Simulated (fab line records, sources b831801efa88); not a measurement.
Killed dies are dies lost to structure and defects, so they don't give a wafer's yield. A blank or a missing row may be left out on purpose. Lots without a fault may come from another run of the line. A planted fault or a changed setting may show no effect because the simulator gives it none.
Which tool did it? | flow sky130 | 11 lots, 33 wafers sampled, at 7 steps of a route of 708

WHAT THE GAUGES READ, wafer by wafer
SKY_RES_XHIGH_TW_MEAS_09.
lot  | measured     | on            | RES_XHIGH_TW
L708 | day 27 02:23 | film_metro-03 | 1655 1646 1653
L711 | day 28 04:14 | film_metro-02 | 1637 1635 1639
L714 | day 29 08:23 | film_metro-03 | 1642 1645 1642
L716 | day 29 23:38 | film_metro-03 | 1651 1640 1635
L717 | day 30 04:24 | film_metro-03 | 2024 2015 2026
L718 | day 30 07:50 | film_metro-03 | 2006 2004 2015
L720 | day 31 06:58 | film_metro-01 | 1999 2004 2002
L721 | day 31 10:57 | film_metro-02 | 1618 1621 1639
L729 | day 33 20:04 | film_metro-02 | 1634 1633 1629
L728 | day 33 20:58 | film_metro-02 | 1625 1629 1623
L730 | day 34 02:03 | film_metro-02 | 1626 1633 1628

SKY_SD_N_RS_MEAS_18: measures by four-point-probe.
lot  | measured     | on            | RES_XHIGH_RS (ohm/sq)
L708 | day 28 07:27 | film_metro-03 | 331.8 332.2 332.4
L711 | day 29 09:50 | film_metro-01 | 332.3 333.6 332.9
L714 | day 30 13:10 | film_metro-02 | 333.8 334.4 332.6
L716 | day 31 04:29 | film_metro-03 | 334.9 333.3 335.0
L717 | day 31 09:02 | film_metro-03 | 203.2 203.7 204.2
L718 | day 31 12:17 | film_metro-02 | 204.7 204.5 204.8
L720 | day 32 11:08 | film_metro-01 | 204.0 203.9 204.0
L721 | day 32 16:05 | film_metro-02 | 332.3 333.2 332.7
L729 | day 35 00:20 | film_metro-03 | 330.8 331.4 331.7
L728 | day 35 01:07 | film_metro-03 | 333.7 332.8 333.9
L730 | day 35 05:04 | film_metro-02 | 333.7 332.7 333.6

SKY_LI_CONTACT_CD_MEAS_12: target cd 170 nm.
lot  | measured     | on        | cd_nm (nm)
L708 | day 29 12:08 | cd_sem-02 | 169.4 168.6 168.7
L711 | day 30 14:26 | cd_sem-02 | 167.9 167.9 168.3
L714 | day 31 17:23 | cd_sem-02 | 172.2 171.5 172.1
L716 | day 32 08:37 | cd_sem-01 | 166.6 168.0 167.8
L717 | day 32 14:02 | cd_sem-02 | 169.4 169.3 170.2
L718 | day 32 16:29 | cd_sem-01 | 168.0 167.7 168.9
L720 | day 33 14:31 | cd_sem-02 | 166.9 168.3 168.6
L721 | day 33 19:43 | cd_sem-02 | 166.5 167.3 168.2
L729 | day 36 03:08 | cd_sem-02 | 169.5 169.2 170.0
L728 | day 36 03:59 | cd_sem-02 | 171.2 171.5 171.0
L730 | day 36 07:18 | cd_sem-02 | 168.5 167.9 168.5

SKY_LI_CONTACT_RS_MEAS_22: measures by four-point-probe.
lot  | measured     | on            | LI_CONTACT_W_RS (ohm/sq)
L708 | day 29 12:58 | film_metro-03 | 0.285 0.284 0.279
L711 | day 30 15:17 | film_metro-01 | 0.284 0.285 0.286
L714 | day 31 18:13 | film_metro-02 | 0.284 0.283 0.281
L716 | day 32 09:34 | film_metro-01 | 0.289 0.288 0.287
L717 | day 32 14:52 | film_metro-03 | 0.283 0.277 0.280
L718 | day 32 17:19 | film_metro-02 | 0.283 0.283 0.283
L720 | day 33 15:28 | film_metro-02 | 0.288 0.285 0.287
L721 | day 33 20:35 | film_metro-01 | 0.278 0.278 0.281
L729 | day 36 04:01 | film_metro-01 | 0.284 0.284 0.284
L728 | day 36 04:49 | film_metro-01 | 0.283 0.285 0.285
L730 | day 36 08:08 | film_metro-03 | 0.282 0.285 0.283

WHICH TOOL RAN EACH LOT (tool, then ch and the chambers of the sampled wafers, then the start)
lot  | SKY_RES_XHIGH_IMPLANT_07        | SKY_RES_XHIGH_STRIP_08               | SKY_LI_CONTACT_ETCH_15
L708 | implanter-01 ch 0, day 27 02:10 | plasma_asher-01 ch 0,1, day 27 02:17 | rie_diel-04 ch 0,1, day 29 12:18
L711 | implanter-04 ch 0, day 28 04:00 | plasma_asher-02 ch 0,1, day 28 04:08 | rie_diel-04 ch 0,2,3, day 30 14:37
L714 | implanter-01 ch 0, day 29 08:10 | plasma_asher-02 ch 0,1, day 29 08:17 | rie_diel-03 ch 0,1,2, day 31 17:34
L716 | implanter-03 ch 0, day 29 23:23 | plasma_asher-01 ch 0,1, day 29 23:32 | rie_diel-04 ch 0,1,2, day 32 08:48
L717 | implanter-01 ch 0, day 30 03:50 | plasma_asher-02 ch 0,1, day 30 04:18 | rie_diel-04 ch 1,3, day 32 14:14
L718 | implanter-01 ch 0, day 30 07:16 | plasma_asher-03 ch 0, day 30 07:44   | rie_diel-03 ch 1,2,3, day 32 16:41
L720 | implanter-01 ch 0, day 31 06:16 | plasma_asher-01 ch 0,1, day 31 06:52 | rie_diel-04 ch 0,2,3, day 33 14:42
L721 | implanter-03 ch 0, day 31 10:44 | plasma_asher-02 ch 0,1, day 31 10:52 | rie_diel-03 ch 0,1,2, day 33 19:53
L729 | implanter-03 ch 0, day 33 19:50 | plasma_asher-01 ch 0,1, day 33 19:58 | rie_diel-04 ch 0,2, day 36 03:19
L728 | implanter-01 ch 0, day 33 20:44 | plasma_asher-01 ch 0,1, day 33 20:52 | rie_diel-02 ch 1,3, day 36 04:10
L730 | implanter-04 ch 0, day 34 01:50 | plasma_asher-01 ch 0,1, day 34 01:58 | rie_diel-04 ch 2,3, day 36 07:27
- SKY_RES_XHIGH_IMPLANT_07
- SKY_RES_XHIGH_STRIP_08: strips in O2/N2.
- SKY_LI_CONTACT_ETCH_15: etches PSG in C4F8/O2/Ar, stops on Si, target depth 600 nm.

WHAT THE TOOLS THEMSELVES READ (means of the sampled wafers that have a number; where no wafer has one, the mark that the record gives instead)
SKY_RES_XHIGH_STRIP_08.
lot  | tool            | drypump_motor_current_A (A) | oes_product_au (a.u.) | strip_time_to_endpoint_s (s)
L708 | plasma_asher-01 | 5.3                         | 0.707                 | 14.27
L711 | plasma_asher-02 | 5.5                         | 0.719                 | 14.22
L714 | plasma_asher-02 | 5.5                         | 0.713                 | 14.29
L716 | plasma_asher-01 | 5.3                         | 0.712                 | 14.26
L717 | plasma_asher-02 | 5.5                         | 0.690                 | 15.02
L718 | plasma_asher-03 | 5.9                         | 0.682                 | 14.99
L720 | plasma_asher-01 | 5.2                         | 0.686                 | 15.06
L721 | plasma_asher-02 | 5.6                         | 0.712                 | 14.29
L729 | plasma_asher-01 | 5.3                         | 0.713                 | 14.33
L728 | plasma_asher-01 | 5.3                         | 0.711                 | 14.25
L730 | plasma_asher-01 | 5.3                         | 0.711                 | 14.24

SKY_LI_CONTACT_ETCH_15.
lot  | tool        | bias_w (W) | oes_product_au (a.u.)
L708 | rie_diel-04 | 1201       | 0.833
L711 | rie_diel-04 | 1205       | 0.838
L714 | rie_diel-03 | 1197       | 0.838
L716 | rie_diel-04 | 1201       | 0.837
L717 | rie_diel-04 | 1195       | 0.833
L718 | rie_diel-03 | 1200       | 0.844
L720 | rie_diel-04 | 1203       | 0.837
L721 | rie_diel-03 | 1203       | 0.834
L729 | rie_diel-04 | 1199       | 0.837
L728 | rie_diel-02 | 1205       | 0.836
L730 | rie_diel-04 | 1198       | 0.834

THE ANSWER, worked out from the rows above alone
Rule: what is usual is taken from the lots themselves. Put in order of their means at a reading, lots are off if they are a third of the lots or fewer, leave a main group of 4 or more, and stand apart from it by a gap of 3 or more times the standard deviation of the main group's means; of several such gaps the widest counts. A main group whose means are all the same, to the digits that the tables above print for the reading, isn't used. A lot without any number at a reading at which 4 lots or more have one is off too. The other lots that the step has rows for count as sound. The gauges are gone through in route order, then the tools' own readings, and for those a lot's mean is taken as printed above. The first step at which some lot is off is used, and at that step the reading that is off furthest; a lot without a number counts as furthest.
Off: L717, L718, L720, at SKY_RES_XHIGH_TW_MEAS_09 (RES_XHIGH_TW). The main group: mean 1636, standard deviation 8.6.
A tool fits if, at a process step before that reading, it ran every lot that is off, and no sound lot after the first of them. The gauges at SKY_RES_XHIGH_TW_MEAS_09 aren't tried: what is off there is off at SKY_RES_XHIGH_STRIP_08 too, on other tools, and a gauge's error can't cause that. None of those tried fits.

WHAT THE SIMULATOR HAD PUT IN
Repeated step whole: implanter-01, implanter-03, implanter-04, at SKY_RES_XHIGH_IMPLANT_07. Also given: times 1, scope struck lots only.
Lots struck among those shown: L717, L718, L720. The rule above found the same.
